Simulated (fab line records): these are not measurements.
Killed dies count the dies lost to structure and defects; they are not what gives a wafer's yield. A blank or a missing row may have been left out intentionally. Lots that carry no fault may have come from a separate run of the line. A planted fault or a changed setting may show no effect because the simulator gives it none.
A lot that was struck, set against a sound lot    flow gf180mcu    27 out of 602 route steps
Sound: the wafers L782.2, L782.3, L782.4. The struck wafers were L796.4, L796.5, L796.6. Last of all comes the cause.
Per side, at each step with rows, come the tool, then ch with its chambers, and then its first start. Under that, the readings that differ: sound wafers    struck wafers    difference of the means    sigmas: that difference in standard deviations of wafers without a fault.
alike: words and numbers the same on both sides, and readings whose means are apart by under 2 such deviations; not compared: readings that were withheld, readings missing a value for some wafer, numbers with overlapping values and no deviation given by the record, and bounds like >300 which may hide the same value.
A row with sigmas, a row that says differs or no value, or rows on one side alone: a step with any of these is where the two part. Numbers that have no deviation but don't overlap get no sigmas and don't part them. Lack of a reading on every wafer of one side parts them only where that side has two or more wafers.

GF_HV_LDD_ETCHBACK_58: etches Si3N4 in CH3F/O2, stops on SiO2, time 100 s, target depth 90 nm.
  sound on rie_diel-03 ch 0,2,3, day 14 03:14; struck on rie_diel-03 ch 0,2,3, day 18 09:14
reading                 sound  struck  difference                     sigmas
rf_hours_counter_h (h)  4 3 2  - - -   no value on the struck wafers  
  alike: drypump_motor_current_A, oes_product_au, throttle_valve_pct
then, 7 steps without rows for these wafers: GF_NSD_DEHYDRATE_00 (time 60 s); GF_NSD_HMDS_01 (prime time 60 s); GF_NSD_COAT_02 (resist thk 1000 nm); GF_NSD_SOFTBAKE_03 (time 60 s); GF_NSD_EXPOSE_04 (exposes mask Nplus, target cd 400 nm); GF_NSD_PEB_05; GF_NSD_DEVELOP_06 (develop time 60 s).
GF_NSD_CD_MEAS_07: the cd target is 400 nm.
  sound on cd_sem-01, day 15 00:31; struck on cd_sem-02, day 19 09:46
  alike: cd_nm
GF_NSD_OVL_MEAS_08:
  sound on overlay-01, day 15 00:37; struck on overlay-01, day 19 09:50
  alike: NSD_OVL
then, 2 steps without rows for these wafers: GF_NSD_IMPLANT_09; GF_NSD_IMPLANT_10.
GF_NSD_STRIP_11: strips in O2/N2.
  sound on plasma_asher-02 ch 0,1, day 15 00:56; struck on plasma_asher-02 ch 0,1, day 19 10:12
  no value came back on the struck wafers for any of 6 readings (chamber_pressure_mTorr (mTorr), drypump_motor_current_A (A) and others); on the sound wafers chamber_pressure_mTorr (mTorr) reads 1498.3 1501.3 1499.5
reading                                   sound  struck          difference  sigmas
model.NOVOLAK_of_NSD_COAT_02.thk_nm (nm)  0 0 0  1006 1004 1003  +1004       
  not compared: rf_hours_counter_h
GF_NSD_TW_MEAS_12:
  sound on film_metro-02, day 15 01:03; struck on film_metro-04, day 19 10:17
reading  sound           struck          difference  sigmas
NSD_TW   4196 4230 4198  4314 4339 4313  +114        +3
then, 7 steps without rows for these wafers: GF_PSD_DEHYDRATE_00 (time 60 s); GF_PSD_HMDS_01 (prime time 60 s); GF_PSD_COAT_02 (resist thk 1000 nm); GF_PSD_SOFTBAKE_03 (time 60 s); GF_PSD_EXPOSE_04 (exposes mask Pplus, target cd 400 nm); GF_PSD_PEB_05; GF_PSD_DEVELOP_06 (develop time 60 s).
GF_PSD_CD_MEAS_07: the cd target is 400 nm.
  sound on cd_sem-01, day 15 23:08; struck on cd_sem-02, day 20 10:46
  alike: cd_nm
GF_PSD_OVL_MEAS_08:
  sound on overlay-02, day 15 23:14; struck on overlay-02, day 20 10:51
reading       sound         struck          difference  sigmas
PSD_OVL (nm)  -0.2 2.9 1.7  -4.2 -4.7 -3.0  -5.4        -4
next, for these wafers, 1 step has no rows: GF_PSD_IMPLANT_09.
GF_PSD_STRIP_10: strips in O2/N2.
  sound on plasma_asher-04 ch 0,1, day 15 23:25; struck on plasma_asher-03 ch 0,1, day 20 11:03
reading                       sound              struck             difference  sigmas
oes_product_au (a.u.)         0.586 0.590 0.594  0.658 0.660 0.656  +0.068      +15
strip_time_to_endpoint_s (s)  16.48 16.49 16.51  31.62 31.61 31.57  +15.11      +99 or more
  alike: chamber_pressure_mTorr, drypump_motor_current_A, heater_power_w, n2_flow_sccm
  not compared: rf_hours_counter_h
GF_PSD_TW_MEAS_11:
  sound on film_metro-02, day 15 23:32; struck on film_metro-02, day 20 11:09
reading  sound           struck    difference  sigmas
PSD_TW   3166 3151 3176  30 30 30  -3134       -99 or more
then, 1 step without rows for these wafers: GF_PSD_CLEAN_12 (cleans in SC1/SC2, time 150 s).

WHERE THEY PART
Earliest at GF_HV_LDD_ETCHBACK_58; latest, in this record, at GF_PSD_TW_MEAS_11.

WHY: what the simulator had put in
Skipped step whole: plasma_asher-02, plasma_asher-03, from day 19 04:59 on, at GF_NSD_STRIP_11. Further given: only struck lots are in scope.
